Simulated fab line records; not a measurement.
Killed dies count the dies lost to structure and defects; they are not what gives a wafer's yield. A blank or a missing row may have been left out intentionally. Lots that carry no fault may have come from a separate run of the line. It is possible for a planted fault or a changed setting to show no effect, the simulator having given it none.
Which tool was responsible? || flow gf180mcu || 24 lots, 72 wafers sampled, at 3 steps of a route of 602

## WHAT THE GAUGES SHOWED, per wafer
GF_V1_CD_MEAS_14: target cd 260 nm. Usual: cdNm 259.9 nm, standard deviation 1.1.
{"lot": "L074", "measured": "day 18 08:17", "on": "cdSem-02", "cdNm (nm)": "261.2 261.6 261.5", "flag": ""}
{"lot": "L075", "measured": "day 18 12:13", "on": "cdSem-02", "cdNm (nm)": "260.5 259.6 259.9", "flag": ""}
{"lot": "L076", "measured": "day 18 23:38", "on": "cdSem-01", "cdNm (nm)": "259.9 259.3 260.4", "flag": ""}
{"lot": "L077", "measured": "day 19 07:25", "on": "cdSem-01", "cdNm (nm)": "258.7 258.2 258.0", "flag": ""}
{"lot": "L078", "measured": "day 19 16:58", "on": "cdSem-01", "cdNm (nm)": "259.1 259.3 259.7", "flag": ""}
{"lot": "L079", "measured": "day 19 20:48", "on": "cdSem-02", "cdNm (nm)": "258.6 259.8 259.2", "flag": ""}
{"lot": "L080", "measured": "day 20 11:32", "on": "cdSem-02", "cdNm (nm)": "260.4 261.3 260.1", "flag": ""}
{"lot": "L081", "measured": "day 20 21:01", "on": "cdSem-02", "cdNm (nm)": "258.8 258.6 258.5", "flag": ""}
{"lot": "L082", "measured": "day 21 07:53", "on": "cdSem-02", "cdNm (nm)": "259.5 259.8 261.0", "flag": ""}
{"lot": "L083", "measured": "day 21 11:41", "on": "cdSem-02", "cdNm (nm)": "260.4 259.4 260.7", "flag": ""}
{"lot": "L084", "measured": "day 22 07:07", "on": "cdSem-02", "cdNm (nm)": "257.6 258.9 258.1", "flag": ""}
{"lot": "L085", "measured": "day 22 11:49", "on": "cdSem-02", "cdNm (nm)": "260.2 259.9 259.1", "flag": ""}
{"lot": "L086", "measured": "day 22 22:10", "on": "cdSem-01", "cdNm (nm)": "259.4 258.7 258.3", "flag": ""}
{"lot": "L087", "measured": "day 23 04:48", "on": "cdSem-02", "cdNm (nm)": "259.8 259.7 260.6", "flag": ""}
{"lot": "L088", "measured": "day 23 17:26", "on": "cdSem-02", "cdNm (nm)": "259.1 258.8 259.4", "flag": ""}
{"lot": "L089", "measured": "day 24 00:08", "on": "cdSem-02", "cdNm (nm)": "259.4 261.0 260.6", "flag": ""}
{"lot": "L090", "measured": "day 24 06:12", "on": "cdSem-02", "cdNm (nm)": "261.5 260.5 260.3", "flag": ""}
{"lot": "L091", "measured": "day 24 09:06", "on": "cdSem-02", "cdNm (nm)": "258.5 260.0 260.2", "flag": ""}
{"lot": "L092", "measured": "day 24 17:31", "on": "cdSem-01", "cdNm (nm)": "260.9 258.8 260.3", "flag": ""}
{"lot": "L093", "measured": "day 24 22:15", "on": "cdSem-01", "cdNm (nm)": "260.2 258.2 259.3", "flag": ""}
{"lot": "L094", "measured": "day 25 05:16", "on": "cdSem-02", "cdNm (nm)": "261.4 262.9 263.0", "flag": ""}
{"lot": "L095", "measured": "day 25 13:43", "on": "cdSem-02", "cdNm (nm)": "260.2 260.1 260.2", "flag": ""}
{"lot": "L096", "measured": "day 25 19:41", "on": "cdSem-01", "cdNm (nm)": "261.0 262.1 261.3", "flag": ""}
{"lot": "L097", "measured": "day 26 05:30", "on": "cdSem-02", "cdNm (nm)": "260.6 259.5 259.3", "flag": ""}

GF_V1_THK_MEAS_25: measures by xrf. Usual: V1_W_THK 350 nm, standard deviation 4.7.
{"lot": "L074", "measured": "day 18 09:25", "on": "filmMetro-04", "V1_W_THK (nm)": "354 354 355", "flag": ""}
{"lot": "L075", "measured": "day 18 13:20", "on": "filmMetro-03", "V1_W_THK (nm)": "352 349 354", "flag": ""}
{"lot": "L076", "measured": "day 19 00:55", "on": "filmMetro-03", "V1_W_THK (nm)": "349 349 347", "flag": ""}
{"lot": "L077", "measured": "day 19 08:38", "on": "filmMetro-04", "V1_W_THK (nm)": "352 352 351", "flag": ""}
{"lot": "L078", "measured": "day 19 18:08", "on": "filmMetro-04", "V1_W_THK (nm)": "345 351 350", "flag": ""}
{"lot": "L079", "measured": "day 19 22:01", "on": "filmMetro-01", "V1_W_THK (nm)": "346 338 349", "flag": ""}
{"lot": "L080", "measured": "day 20 12:43", "on": "filmMetro-04", "V1_W_THK (nm)": "352 345 354", "flag": ""}
{"lot": "L081", "measured": "day 20 22:10", "on": "filmMetro-04", "V1_W_THK (nm)": "350 353 353", "flag": ""}
{"lot": "L082", "measured": "day 21 09:02", "on": "filmMetro-04", "V1_W_THK (nm)": "343 347 341", "flag": ""}
{"lot": "L083", "measured": "day 21 12:52", "on": "filmMetro-01", "V1_W_THK (nm)": "347 354 345", "flag": ""}
{"lot": "L084", "measured": "day 22 08:14", "on": "filmMetro-04", "V1_W_THK (nm)": "348 351 351", "flag": ""}
{"lot": "L085", "measured": "day 22 12:58", "on": "filmMetro-04", "V1_W_THK (nm)": "348 348 345", "flag": ""}
{"lot": "L086", "measured": "day 22 23:19", "on": "filmMetro-04", "V1_W_THK (nm)": "352 348 351", "flag": ""}
{"lot": "L087", "measured": "day 23 05:55", "on": "filmMetro-04", "V1_W_THK (nm)": "352 357 356", "flag": ""}
{"lot": "L088", "measured": "day 23 18:35", "on": "filmMetro-01", "V1_W_THK (nm)": "348 346 343", "flag": ""}
{"lot": "L089", "measured": "day 24 01:37", "on": "filmMetro-03", "V1_W_THK (nm)": "356 352 353", "flag": ""}
{"lot": "L090", "measured": "day 24 07:20", "on": "filmMetro-04", "V1_W_THK (nm)": "350 350 346", "flag": ""}
{"lot": "L091", "measured": "day 24 10:13", "on": "filmMetro-01", "V1_W_THK (nm)": "346 340 346", "flag": ""}
{"lot": "L092", "measured": "day 24 18:44", "on": "filmMetro-01", "V1_W_THK (nm)": "345 338 345", "flag": ""}
{"lot": "L093", "measured": "day 24 23:28", "on": "filmMetro-04", "V1_W_THK (nm)": "351 350 350", "flag": ""}
{"lot": "L094", "measured": "day 25 06:26", "on": "filmMetro-03", "V1_W_THK (nm)": "348 354 356", "flag": ""}
{"lot": "L095", "measured": "day 25 14:52", "on": "filmMetro-04", "V1_W_THK (nm)": "347 346 350", "flag": ""}
{"lot": "L096", "measured": "day 25 20:49", "on": "filmMetro-03", "V1_W_THK (nm)": "353 349 344", "flag": ""}
{"lot": "L097", "measured": "day 26 06:37", "on": "filmMetro-03", "V1_W_THK (nm)": "352 352 357", "flag": ""}

## TOOL THAT RAN EACH LOT (tool first, then ch and the chambers of the sampled wafers, then the start)
{"lot": "L074", "GF_V1_CVD_02": "pecvd-04 ch 0,1, day 17 07:54"}
{"lot": "L075", "GF_V1_CVD_02": "pecvd-04 ch 0,1,2, day 17 12:00"}
{"lot": "L076", "GF_V1_CVD_02": "pecvd-01 ch 0,1, day 17 23:03"}
{"lot": "L077", "GF_V1_CVD_02": "pecvd-04 ch 0,2, day 18 07:13"}
{"lot": "L078", "GF_V1_CVD_02": "pecvd-04 ch 0,1,2, day 18 16:01"}
{"lot": "L079", "GF_V1_CVD_02": "pecvd-04 ch 0,1,2, day 18 19:59"}
{"lot": "L080", "GF_V1_CVD_02": "pecvd-03 ch 0,1,2, day 19 10:49"}
{"lot": "L081", "GF_V1_CVD_02": "pecvd-01 ch 1,2, day 19 19:50"}
{"lot": "L082", "GF_V1_CVD_02": "pecvd-04 ch 0,2, day 20 07:02"}
{"lot": "L083", "GF_V1_CVD_02": "pecvd-03 ch 0,1,2, day 20 11:30"}
{"lot": "L084", "GF_V1_CVD_02": "pecvd-01 ch 0,1, day 21 06:58"}
{"lot": "L085", "GF_V1_CVD_02": "pecvd-04 ch 0,1, day 21 12:20"}
{"lot": "L086", "GF_V1_CVD_02": "pecvd-01 ch 0,1, day 21 22:37"}
{"lot": "L087", "GF_V1_CVD_02": "pecvd-04 ch 0,1,2, day 22 04:43"}
{"lot": "L088", "GF_V1_CVD_02": "pecvd-03 ch 1,2, day 22 18:49"}
{"lot": "L089", "GF_V1_CVD_02": "pecvd-04 ch 0,1,2, day 23 01:53"}
{"lot": "L090", "GF_V1_CVD_02": "pecvd-03 ch 0,1,2, day 23 07:10"}
{"lot": "L091", "GF_V1_CVD_02": "pecvd-01 ch 0,1,2, day 23 10:16"}
{"lot": "L092", "GF_V1_CVD_02": "pecvd-04 ch 0,2, day 23 19:07"}
{"lot": "L093", "GF_V1_CVD_02": "pecvd-04 ch 0,2, day 23 23:35"}
{"lot": "L094", "GF_V1_CVD_02": "pecvd-03 ch 0,1, day 24 07:14"}
{"lot": "L095", "GF_V1_CVD_02": "pecvd-01 ch 0,1,2, day 24 16:09"}
{"lot": "L096", "GF_V1_CVD_02": "pecvd-01 ch 0,1, day 24 21:52"}
{"lot": "L097", "GF_V1_CVD_02": "pecvd-04 ch 0,1,2, day 25 08:04"}
- GF_V1_CVD_02: deposits SiO2 from TEOS, target thk 850 nm, time 94.851 s.

## AS READ BY THE TOOLS THEMSELVES (means over the sampled wafers that have a number; for cases with no such wafer, the mark the record gives instead)
GF_V1_CVD_02. Usual: heaterPowerW 664 W, standard deviation 150.
{"lot": "L074", "tool": "pecvd-04", "heaterPowerW (W)": 521, "flag": ""}
{"lot": "L075", "tool": "pecvd-04", "heaterPowerW (W)": 679, "flag": ""}
{"lot": "L076", "tool": "pecvd-01", "heaterPowerW (W)": 618, "flag": ""}
{"lot": "L077", "tool": "pecvd-04", "heaterPowerW (W)": 654, "flag": ""}
{"lot": "L078", "tool": "pecvd-04", "heaterPowerW (W)": 651, "flag": ""}
{"lot": "L079", "tool": "pecvd-04", "heaterPowerW (W)": 658, "flag": ""}
{"lot": "L080", "tool": "pecvd-03", "heaterPowerW (W)": 692, "flag": ""}
{"lot": "L081", "tool": "pecvd-01", "heaterPowerW (W)": 593, "flag": ""}
{"lot": "L082", "tool": "pecvd-04", "heaterPowerW (W)": 637, "flag": ""}
{"lot": "L083", "tool": "pecvd-03", "heaterPowerW (W)": 621, "flag": ""}
{"lot": "L084", "tool": "pecvd-01", "heaterPowerW (W)": 698, "flag": ""}
{"lot": "L085", "tool": "pecvd-04", "heaterPowerW (W)": 529, "flag": ""}
{"lot": "L086", "tool": "pecvd-01", "heaterPowerW (W)": 618, "flag": ""}
{"lot": "L087", "tool": "pecvd-04", "heaterPowerW (W)": 718, "flag": ""}
{"lot": "L088", "tool": "pecvd-03", "heaterPowerW (W)": 633, "flag": ""}
{"lot": "L089", "tool": "pecvd-04", "heaterPowerW (W)": 685, "flag": ""}
{"lot": "L090", "tool": "pecvd-03", "heaterPowerW (W)": 672, "flag": ""}
{"lot": "L091", "tool": "pecvd-01", "heaterPowerW (W)": 610, "flag": ""}
{"lot": "L092", "tool": "pecvd-04", "heaterPowerW (W)": 697, "flag": ""}
{"lot": "L093", "tool": "pecvd-04", "heaterPowerW (W)": 694, "flag": ""}
{"lot": "L094", "tool": "pecvd-03", "heaterPowerW (W)": 704, "flag": ""}
{"lot": "L095", "tool": "pecvd-01", "heaterPowerW (W)": 590, "flag": ""}
{"lot": "L096", "tool": "pecvd-01", "heaterPowerW (W)": 627, "flag": ""}
{"lot": "L097", "tool": "pecvd-04", "heaterPowerW (W)": 638, "flag": ""}

## THE ANSWER, worked out from the rows above alone
Rule: take the mean of a lot's wafers that have a number; if it is more than 3 standard deviations from the usual mean, the lot is off. A lot without any number at a reading at which 4 lots or more have one is off too. The other lots that the step has rows for count as sound. First the gauges in route order, then the tools' own readings, where a lot's mean is used as printed above. The first step at which some lot is off is used, and at that step the reading that is off furthest; a lot without a number counts as furthest.
Across all readings shown, no lot is off: no conclusion can be drawn from this.

## WHAT THE SIMULATOR PUT IN
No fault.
